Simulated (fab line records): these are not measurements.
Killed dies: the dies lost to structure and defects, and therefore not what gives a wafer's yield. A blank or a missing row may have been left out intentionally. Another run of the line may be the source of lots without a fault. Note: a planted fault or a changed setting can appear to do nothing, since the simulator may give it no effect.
One fault through the eyes of 2 desks / flow gf180mcu / what lay behind the numbers comes last; until then each desk has only its own

FROM THE METROLOGY DESK
What the gauges read for every lot (on any tool): the sampled wafers with a number, averaged. The brackets show how far a lot's mean lies from the usual mean; more than 4 standard deviations puts the lot out of limits, marked OUT. 7 of its 9 readings are shown, namely those furthest out on some lot.
Columns: A = cd_nm at GF_M3_CD_MEAS_14, usual 280.1 nm; B = V3_CVD_00_THK at GF_V3_THK_MEAS_01, usual 602 nm; C = V3_CVD_02_THK at GF_V3_THK_MEAS_03, usual 849 nm; D = V3_BOW at GF_V3_BOW_MEAS_05, usual 119 um; E = cd_nm at GF_V3_CD_MEAS_14, usual 260.0 nm; F = V3_OVL at GF_V3_OVL_MEAS_15, usual 0 nm; G = V3_W_THK at GF_V3_THK_MEAS_25, usual 356 nm
lot=L471; first seen here=day 21 13:38; A=279.9; B=610; C=846; D=113; E=259.8; F=-2; G=349
lot=L476; first seen here=day 23 17:05; A=279.0; B=604; C=844; D=125; E=260.1; F=3; G=354
lot=L477; first seen here=day 24 01:44; A=280.5; B=611; C=850; D=125; E=260.5; F=11; G=354
lot=L478; first seen here=day 24 10:24; A=278.3; B=599; C=845; D=111; E=258.6; F=-6; G=355
lot=L486; first seen here=day 26 16:41; A=279.8; B=596; C=844; D=106; E=259.3; F=5; G=362
lot=L489; first seen here=day 27 18:45; A=281.1; B=598; C=874; D=130; E=262.6; F=-6; G=358
Result from this desk: across the 6 lots, nothing is out of limits.

THE TOOL OWNER'S DESK: cmp-02
The tool's own readings at GF_V3_CMP_04 (polishes SiO2): means of the sampled wafers that have a number, for each lot that ran on this tool. The brackets show how far a lot's mean lies from the usual mean; more than 4 standard deviations puts the lot out of limits, marked OUT.
Columns: A = head_pressure_psi at GF_V3_CMP_04, usual 4.000 psi; B = motor_current_A at GF_V3_CMP_04, usual 11.8 A; C = platen_rpm at GF_V3_CMP_04, usual 60.00 rpm; D = time_to_endpoint_s at GF_V3_CMP_04, usual 79 s
lot=L471; first seen here=day 21 14:43; A=4.002; B=12.3; C=59.98; D=80
lot=L476; first seen here=day 23 18:19; A=4.004; B=11.9; C=59.96; D=78
lot=L477; first seen here=day 24 02:49; A=3.992; B=11.4; C=59.96; D=62
lot=L478; first seen here=day 24 11:53; A=4.007; B=11.9; C=60.01; D=60
Result from this desk: across the 4 lots, nothing is out of limits.

ALL TOGETHER
At the metrology desk, nothing out of limits was observed.
The tool owner's desk saw nothing out of limits.

WHAT THE SIMULATOR HAD PUT IN
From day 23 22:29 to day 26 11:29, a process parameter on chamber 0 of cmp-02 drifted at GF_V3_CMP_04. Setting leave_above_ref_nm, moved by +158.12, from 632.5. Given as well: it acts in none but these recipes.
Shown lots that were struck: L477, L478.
